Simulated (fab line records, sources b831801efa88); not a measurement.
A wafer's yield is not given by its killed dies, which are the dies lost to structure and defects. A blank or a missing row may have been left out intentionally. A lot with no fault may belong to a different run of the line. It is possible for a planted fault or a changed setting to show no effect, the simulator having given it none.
Comparing a struck lot with a sound one :: flow sky130 :: 17 steps out of a route of 708
Sound: the wafers L955.2, L955.5, L955.6. Wafers L974.1, L974.4, L974.6 were the ones struck. The cause is named last.
Each step with rows lists, per side, the tool, then ch with its chambers, then its first start. Under that, the readings that differ: sound wafers :: struck wafers :: difference of the means :: sigmas: that difference in standard deviations of wafers without a fault.
alike: words and numbers the same on both sides, and readings whose means are apart by under 2 such deviations; not compared: readings that were withheld, readings missing a value for some wafer, numbers with overlapping values and no deviation given by the record, and bounds like >300 which may hide the same value.
The two part at a step that has a row with sigmas, a row that says differs or no value, or rows on one side only. Numbers that don't overlap but have no deviation are shown without sigmas and don't part them. Lack of a reading on every wafer of one side parts them only where that side has two or more wafers.

first, 1 step without rows for these wafers: SKY_LDD_N_IMPLANT_15.
SKY_LDD_N_STRIP_16: strips in O2/N2.
  sound on plasma-asher-02 ch 0,1, day 18 15:56; struck on plasma-asher-01 ch 0, day 25 12:34
reading: drypump-motor-current-A (A)
sound: 5.77 5.76 5.56
struck: 4.81 4.82 4.81
difference: -0.88
sigmas: -3
  alike: oes-product-au, strip-time-to-endpoint-s
  not compared: rf-hours-counter-h
SKY_LDD_N_TW_MEAS_17:
  sound: film-metro-04 at day 18 16:02; struck: film-metro-02 at day 25 12:40
  alike: LDD_N_TW
then, 7 steps without rows for these wafers: SKY_LDD_P_DEHYDRATE_00 (time 60 s); SKY_LDD_P_HMDS_01 (prime time 60 s); SKY_LDD_P_COAT_02 (resist thk 1140 nm); SKY_LDD_P_SOFTBAKE_03 (time 60 s); SKY_LDD_P_EXPOSE_04 (exposes mask PSDM, target cd 380 nm); SKY_LDD_P_PEB_05; SKY_LDD_P_DEVELOP_06 (develop time 60 s).
SKY_LDD_P_CD_MEAS_07: target cd 380 nm.
  sound: cd-sem-02 at day 19 22:05; struck: cd-sem-01 at day 26 17:52
reading: cd-nm (nm)
sound: 383.8 384.8 382.0
struck: 378.1 378.7 379.3
difference: -4.8
sigmas: -3
SKY_LDD_P_OVL_MEAS_08:
  sound: overlay-01 at day 19 22:11; struck: overlay-02 at day 26 17:59
  alike: LDD_P_OVL
SKY_LDD_P_IMPLANT_09:
  sound on implanter-03 ch 0, day 19 22:14; struck on implanter-01 ch 0, day 26 18:01
reading: dose-ions-cm2
sound: 1.0003e+13 1.0002e+13 9.989e+12
struck: 1.005e+12 1.01e+12 1.002e+12
difference: -8.992e+12
sigmas: -99 or more

reading: faraday-current-uA
sound: 57.7 54.6 56.4
struck: 5.5 5.7 5.8
difference: -50.6
sigmas: -46
  alike: beam-on-s
SKY_LDD_P_STRIP_10: strips in O2/N2.
  sound on plasma-asher-03 ch 0,1, day 19 22:22; struck on plasma-asher-04 ch 0,1, day 26 18:10
reading: drypump-motor-current-A (A)
sound: 5.96 5.99 5.84
struck: 5.27 5.15 5.09
difference: -0.76
sigmas: -3
  alike: oes-product-au, strip-time-to-endpoint-s
  not compared: rf-hours-counter-h
SKY_LDD_P_TW_MEAS_11:
  sound: film-metro-02 at day 19 22:29; struck: film-metro-02 at day 26 18:16
reading: LDD_P_TW
sound: 634 640 639
struck: 309 312 314
difference: -326
sigmas: -59
then, 1 step without rows for these wafers: SKY_LDD_HVN_DEHYDRATE_00 (time 60 s).
-- record jumps: 24 days separate the struck wafers' starts on either side; left off in module LDD_HVN, taken up again in module PAD_OPEN, whose first shown step is the route's number 708 --
SKY_PAD_OPEN_PROBE_99:
  sound: prober-02 at day 46 09:23; struck: prober-01 at day 50 15:14
reading: model.etest.tip-p.rs-ohm-sq
sound: 6999 7029 6950
struck: 6.473e+04 6.124e+04 6.04e+04
difference: +5.513e+04
sigmas: 

reading: model.etest.tip-p.rs-ohm-sq-range
sound: 181.4 204.6 131.1
struck: 3647 3452 3290
difference: +3291
sigmas: 

reading: model.etest.tip-p.rs-ohm-sq-rim-less-centre
sound: -100.9 -30.85 5.033
struck: -1721 -2734 -656.1
difference: -1661
sigmas: 

reading: model.etest.pfet_01v8.r-on-ohm-um
sound: 2975 2962 2982
struck: 3165 3080 3131
difference: +152
sigmas: 

reading: model.etest.pfet_01v8.drive-ua-um
sound: 184.4 185.8 185.7
struck: 170.8 176.6 173.5
difference: -11.7
sigmas: 

reading: model.etest.pfet_01v8_hvt.drive-ua-um
sound: 136.7 137.1 138.7
struck: 128.1 132.9 129
difference: -7.5
sigmas: 

reading: model.etest.sram-pfet-latch.drive-ua-um
sound: 136.7 135 136.2
struck: 131.6 127.2 129.3
difference: -6.6
sigmas: 
  alike: killed_at_M0_to_M3, killed_at_M4_up, killed-at-contacts, killed-at-front-end, killed-at-other, killed-dies, killed-open, killed-short
  not compared: model.etest.pfet_01v8_mvt.drive-ua-um

## WHERE THEY PART
Earliest at SKY_LDD_N_STRIP_16; latest, in this record, at SKY_LDD_P_TW_MEAS_11. Later steps at which nothing parts them and some readings are alike: SKY_PAD_OPEN_PROBE_99.

WHY: what the simulator had put in
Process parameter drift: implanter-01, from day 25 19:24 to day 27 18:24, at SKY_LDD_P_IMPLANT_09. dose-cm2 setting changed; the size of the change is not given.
